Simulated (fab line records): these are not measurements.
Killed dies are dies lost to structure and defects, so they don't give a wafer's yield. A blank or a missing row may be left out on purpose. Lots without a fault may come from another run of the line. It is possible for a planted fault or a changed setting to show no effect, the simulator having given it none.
A lot that was struck, set against a sound lot | flow gf180mcu | 17 out of 602 route steps
Sound: wafers L255.1, L255.5, L255.6. Wafers struck: L246.1, L246.3, L246.4. The cause is given at the end.
Per side, at each step with rows, come the tool, then ch with its chambers, and then its first start. Under that, the readings that differ: sound wafers | struck wafers | difference of the means | sigmas: that difference in standard deviations of wafers without a fault.
alike: a reading whose means differ by less than 2 such deviations, as well as words and numbers matching on both sides. not compared: withheld readings; readings where some wafer has no value; bounds like >300 that might hide an equal value; numbers whose values overlap and for which the record gives no deviation.
Wherever a step has rows on one side only, a row that says differs or no value, or a row with sigmas, the two part there. When numbers do not overlap yet have no deviation, they are printed without sigmas and do not part them. A reading missing from all wafers of one side parts the sides only when that side holds two or more wafers.

first, 6 steps without rows for these wafers: GF_M3_HMDS_08 (prime time 60 s); GF_M3_COAT_09 (resist thk 1000 nm); GF_M3_SOFTBAKE_10 (time 60 s); GF_M3_EXPOSE_11 (exposes mask Metal3, target cd 280 nm); GF_M3_PEB_12 (peb time 90 s); GF_M3_DEVELOP_13 (develop time 60 s).
GF_M3_CD_MEAS_14 targets a cd of 280 nm.
  struck on cd sem-01, day 25 09:04; sound on cd sem-01, day 27 15:23
  alike: cd nm
GF_M3_OVL_MEAS_15:
  struck on overlay-01, day 25 09:11; sound on overlay-01, day 27 15:30
  reading     | sound       | struck | difference | sigmas
  M3_OVL (nm) | -12 -19 -12 | 6 3 13 | +22        | +3
GF_M3_METAL_ETCH_16: etches the open film in Cl2/BCl3, stops on SiO2, target depth 627.5 nm, time 104.6 s.
  sound on rie metal-03 ch 0,1, day 27 15:32; struck on rie metal-04 ch 0,1, day 25 09:13
  alike: drypump motor current A, oes product au, throttle valve pct
  not compared: rf hours counter h
GF_M3_STRIP_17: strips in O2/N2.
  sound on plasma asher-03 ch 0,1, day 27 15:39; struck on plasma asher-01 ch 0,1, day 25 09:20
  reading                     | sound       | struck      | difference | sigmas
  drypump motor current A (A) | 6.5 6.6 6.1 | 5.4 5.2 5.4 | -1.1       | -2
  alike: heater power w, oes product au, strip time to endpoint s
  not compared: rf hours counter h
then, 2 steps without rows for these wafers: GF_M3_STRIP_18 (strips in post etch residue remover, time 1200 s); GF_M3_CLEAN_19 (cleans in DIW).
GF_V3_CVD_00: deposits SiO2, target thk 600 nm, time 100 s.
  sound on hdpcvd-02 ch 0,1, day 27 16:13; struck on hdpcvd-02 ch 1,2, day 25 09:53
  no value came back on the struck wafers for pressure mtorr (mTorr), run length s (s); on the sound wafers pressure mtorr (mTorr) reads 6.017 6.020 6.017
GF_V3_CVD_02: deposits SiO2 from TEOS, target thk 850 nm, time 94.851 s.
  sound on pecvd-03 ch 0,2, day 27 16:21; struck on pecvd-03 ch 0,2, day 25 10:01
  alike: heater power outer w, heater power w
GF_V3_CMP_04: polishes SiO2.
  sound on cmp-02 ch 0,1,2, day 27 16:35; struck on cmp-02 ch 1,2,3, day 25 10:09
  alike: motor current A
GF_V3_BOW_MEAS_05:
  struck on film metro-02, day 25 10:27; sound on film metro-03, day 27 16:47
  reading     | sound       | struck   | difference | sigmas
  V3_BOW (um) | 117 130 116 | 88 90 85 | -33        | -4
then, 1 step without rows for these wafers: GF_V3_DEHYDRATE_06 (time 60 s).

WHERE THEY PART
Earliest at GF_M3_OVL_MEAS_15; latest, in this record, at GF_V3_BOW_MEAS_05.

WHY: the cause the simulator had injected
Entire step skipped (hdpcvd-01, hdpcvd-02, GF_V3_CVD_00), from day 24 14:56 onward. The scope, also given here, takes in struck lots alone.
